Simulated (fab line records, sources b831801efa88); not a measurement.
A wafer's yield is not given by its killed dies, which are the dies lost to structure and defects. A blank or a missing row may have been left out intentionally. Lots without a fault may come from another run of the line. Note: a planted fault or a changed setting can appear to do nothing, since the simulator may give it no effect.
Which tool did it? | flow gf180mcu | route of 602 steps, sampled at 1 step: 11 lots, 33 wafers

WHAT THE GAUGES SHOWED, per wafer
GF_V1_OVL_MEAS_15. Usual: V1_OVL typically reads -5 nm, with standard deviation 5.2.
lot  | measured     | on         | V1_OVL (nm) | flag
L831 | day 18 00:37 | overlay-01 | -2 -3 4     |
L832 | day 18 10:01 | overlay-01 | -5 -8 -11   |
L835 | day 19 19:34 | overlay-01 | -14 -8 -12  |
L838 | day 20 18:20 | overlay-01 | -9 -9 -15   |
L844 | day 23 07:01 | overlay-01 | -7 2 -4     |
L845 | day 23 10:01 | overlay-02 | -2 -8 -5    |
L846 | day 23 18:43 | overlay-01 | -6 -5 -4    |
L847 | day 24 03:31 | overlay-01 | -3 -6 -3    |
L848 | day 24 06:40 | overlay-02 | -1 -4 -7    |
L850 | day 24 20:58 | overlay-02 | -2 5 6      |
L852 | day 25 06:52 | overlay-02 | -13 -5 -10  |

EACH LOT AND THE TOOL THAT RAN IT (in order: tool; ch and the chambers of the sampled wafers; start)
The record shows no process step preceding these readings.

AS READ BY THE TOOLS THEMSELVES (means over the sampled wafers that have a number; for cases with no such wafer, the mark the record gives instead)
The record holds no such reading with a usual standard deviation.

THE ANSWER, worked out from the rows above alone
Rule: lot off if the mean of its wafers having a number is beyond 3 standard deviations from the usual mean. Also off: a lot with no number at a reading for which 4 or more lots have one. All remaining lots with rows at the step are treated as sound. The gauges are gone through in route order, then the tools' own readings, and for those a lot's mean is taken as printed above. At the first step where some lot is off, the reading lying furthest off is the one used; lots without a number count as furthest.
No lot is off on any of the readings shown, so nothing can be concluded from this.

WHAT THE SIMULATOR HAD INSERTED
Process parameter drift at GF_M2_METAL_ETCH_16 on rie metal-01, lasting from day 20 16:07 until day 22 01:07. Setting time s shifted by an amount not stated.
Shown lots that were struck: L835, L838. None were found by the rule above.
